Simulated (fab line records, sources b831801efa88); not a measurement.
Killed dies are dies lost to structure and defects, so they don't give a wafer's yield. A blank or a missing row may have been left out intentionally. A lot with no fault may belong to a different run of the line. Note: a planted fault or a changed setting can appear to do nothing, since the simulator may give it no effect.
Which tool did it? ; flow gf180mcu ; 7 lots, 21 wafers sampled, at 3 steps of a route of 602

== WHAT THE GAUGES READ, wafer by wafer ==
GF_V4_RS_MEAS_24: measurement is done with a four-point probe.
lot;measured;on;V4_W_RS (ohm/sq)
L990;day 25 06:34;film_metro-04;0.329 0.328 0.327
L993;day 26 05:45;film_metro-03;0.325 0.325 0.326
L996;day 27 04:53;film_metro-04;0.328 0.327 0.326
L997;day 27 22:26;film_metro-03;0.325 0.328 0.322
L101;day 28 13:50;film_metro-04;0.329 0.329 0.332
L103;day 29 08:55;film_metro-03;44.311 43.828 44.565
L111;day 31 09:54;film_metro-03;0.329 0.327 0.328

== TOOL THAT RAN EACH LOT (tool first, then ch and the chambers of the sampled wafers, then the start) ==
lot;GF_V4_CVD_02;GF_V4_CVD_23
L990;pecvd-03 ch 0,1, day 24 07:51;cvd_w-01 ch 0,1, day 25 06:25
L993;pecvd-03 ch 0,1,2, day 25 06:49;cvd_w-02 ch 1, day 26 05:33
L996;pecvd-01 ch 1,2, day 26 06:44;cvd_w-01 ch 0,1, day 27 04:46
L997;pecvd-01 ch 1,2, day 27 00:57;cvd_w-02 ch 0,1, day 27 22:19
L101;pecvd-03 ch 0,1, day 27 16:10;cvd_w-01 ch 0,1, day 28 13:44
L103;pecvd-03 ch 0,1, day 28 12:41;cvd_w-01 ch 0,1, day 29 08:47
L111;pecvd-03 ch 0,1, day 30 14:59;cvd_w-01 ch 0,1, day 31 09:46
- GF_V4_CVD_02: deposits SiO2 from TEOS, target thk 850 nm, time 94.851 s.
- GF_V4_CVD_23: deposits W, target thk 350 nm, time 104.9 s.

== THE ANSWER, worked out from the rows above alone ==
Rule: what is usual is taken from the lots themselves. Put in order of their means at a reading, lots are off if they are a third of the lots or fewer, leave a main group of 4 or more, and stand apart from it by a gap of 3 or more times the standard deviation of the main group's means; of several such gaps the widest counts. The tables above print the reading to a certain number of digits; a main group whose means all agree to those digits is not used. A lot without any number at a reading at which 4 lots or more have one is off too. The other lots that the step has rows for count as sound.
Off: L103, at GF_V4_RS_MEAS_24 (V4_W_RS). Main group: mean 0.327 ohm/sq, sd 0.0017.
A tool fits if, at a process step before that reading, it ran every lot that is off, and no sound lot after the first of them. The gauges at GF_V4_RS_MEAS_24 are tried like those tools. Not one of the candidates tried fits.

== WHAT THE SIMULATOR PUT IN ==
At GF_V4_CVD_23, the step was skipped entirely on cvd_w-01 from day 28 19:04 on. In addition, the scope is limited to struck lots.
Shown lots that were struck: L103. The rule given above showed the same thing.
